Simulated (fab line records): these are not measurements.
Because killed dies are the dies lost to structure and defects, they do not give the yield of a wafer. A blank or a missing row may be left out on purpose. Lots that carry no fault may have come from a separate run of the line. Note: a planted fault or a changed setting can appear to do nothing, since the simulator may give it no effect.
Lot-split experiment + flow sky130 + 5 lots, 23 wafers read, on a route of 708 steps

SPLIT DETAILS
At SKY_LDD_P_DEVELOP_06 (develop time 60 s), the setting develop_time_s was moved away from the recipe's 60 s on 7 of the 23 wafers read, by +9.1% to +14.6%. This setting was run at the recipe's value on the other wafers.

No step appears in the file between the split and the reading.

THE READING
cd_nm, in nm, at SKY_LDD_P_CD_MEAS_07 (target cd 380 nm). Typical for fault-free wafers on this fab line: 380.2 nm, with standard deviation 2.9 nm.

| wafer  | tool, chamber at the split | develop_time_s as run, s | against the recipe | cd_nm, nm | against lot-mates on the recipe |
|--------|----------------------------|--------------------------|--------------------|-----------|---------------------------------|
| L075.1 | litho_track-02, 0          | 60                       | recipe             | 378.3     | -                               |
| L075.2 | litho_track-02, 0          | 60                       | recipe             | 381.5     | -                               |
| L075.3 | litho_track-02, 0          | 60                       | recipe             | 380.3     | -                               |
| L075.4 | litho_track-02, 0          | 60                       | recipe             | 381.6     | -                               |
| L075.6 | litho_track-02, 0          | 60                       | recipe             | 381.4     | -                               |
| L077.2 | litho_track-04, 0          | 60                       | recipe             | 380.3     | -                               |
| L077.3 | litho_track-04, 0          | 60                       | recipe             | 379.6     | -                               |
| L077.5 | litho_track-04, 0          | 60                       | recipe             | 381.5     | -                               |
| L079.1 | litho_track-04, 0          | 60                       | recipe             | 383.0     | -                               |
| L079.2 | litho_track-04, 0          | 60                       | recipe             | 381.6     | -                               |
| L079.4 | litho_track-04, 0          | 68.11                    | +13.5%             | 395.2     | +12.4                           |
| L079.5 | litho_track-04, 0          | 68.11                    | +13.5%             | 395.4     | +12.6                           |
| L079.6 | litho_track-04, 0          | 60                       | recipe             | 383.8     | -                               |
| L081.1 | litho_track-02, 0          | 65.45                    | +9.1%              | 395.5     | +8.9                            |
| L081.2 | litho_track-02, 0          | 60                       | recipe             | 387.3     | -                               |
| L081.3 | litho_track-02, 0          | 65.45                    | +9.1%              | 393.2     | +6.6                            |
| L081.4 | litho_track-02, 0          | 60                       | recipe             | 385.9     | -                               |
| L081.6 | litho_track-02, 0          | 65.45                    | +9.1%              | 395.4     | +8.8                            |
| L085.1 | litho_track-02, 0          | 60                       | recipe             | 378.7     | -                               |
| L085.2 | litho_track-02, 0          | 60                       | recipe             | 380.3     | -                               |
| L085.4 | litho_track-02, 0          | 68.74                    | +14.6%             | 391.5     | +12.2                           |
| L085.5 | litho_track-02, 0          | 68.74                    | +14.6%             | 390.9     | +11.6                           |
| L085.6 | litho_track-02, 0          | 60                       | recipe             | 379.0     | -                               |

THE FIT
A straight line over all 23 wafers: cd_nm changes by +0.954 nm for each +1% of develop_time_s; r = +0.88; the points scatter about the line by 3 nm.
The same after taking each lot's own level away (the mean of its wafers on the recipe; 23 wafers): +0.87 nm for each +1%; r = +0.98; scatter 0.99 nm.
According to that fit, moving develop_time_s by its largest amount changes the reading by 13 nm.
The span of the lots' own levels, 379.33 to 386.60 nm, comes to 2.5 times the standard deviation stated above.
The two slopes agree, so the slope changes little with the lot-to-lot level.
Check: with one of the wafers moved furthest among these (+14.6%) left out of the fit, the line predicts +12.8 nm for it against its lot-mates. Against them it came out at +12.2 nm.

THE OTHER SPLITS THESE WAFERS WENT THROUGH
Before the reading, these wafers also passed through other splits. Each is held against what the fit with the lots' levels taken away leaves over:
| other split on the same wafers         | wafers away from the commonest value | r with cd_nm (lot level and that fit taken away) |
|----------------------------------------|--------------------------------------|--------------------------------------------------|
| SKY_VT_ADJUST_NCORE_EXPOSE_04 dose_mj  | 5                                    | -0.09                                            |
| SKY_VT_ADJUST_HVTR_COAT_02 spin_rpm    | 8                                    | -0.09                                            |
| SKY_VT_ADJUST_HVTR_IMPLANT_09 dose_cm2 | 7                                    | +0.11                                            |
| SKY_SONOS_TUNNEL_DEVELOP_06 dev_temp_c | 10                                   | +0.21                                            |
| SKY_SONOS_TUNNEL_IMPLANT_09 energy_kev | 8                                    | +0.29                                            |
| SKY_SONOS_ONO_SOFTBAKE_09 temp_c       | 7                                    | -0.21                                            |
| SKY_GATE_OXIDE_COAT_05 resist_thk_nm   | 5                                    | +0.25                                            |
| SKY_GATE_OXIDE_IMPLANT_11 dose_cm2     | 10                                   | +0.14                                            |
| SKY_POLY_GATE_ETCH_17 over_etch_frac   | 9                                    | -0.04                                            |

THE FILE'S OWN FIT
cd_nm changes by +0.869 nm for each +1% of develop_time_s, r = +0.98.
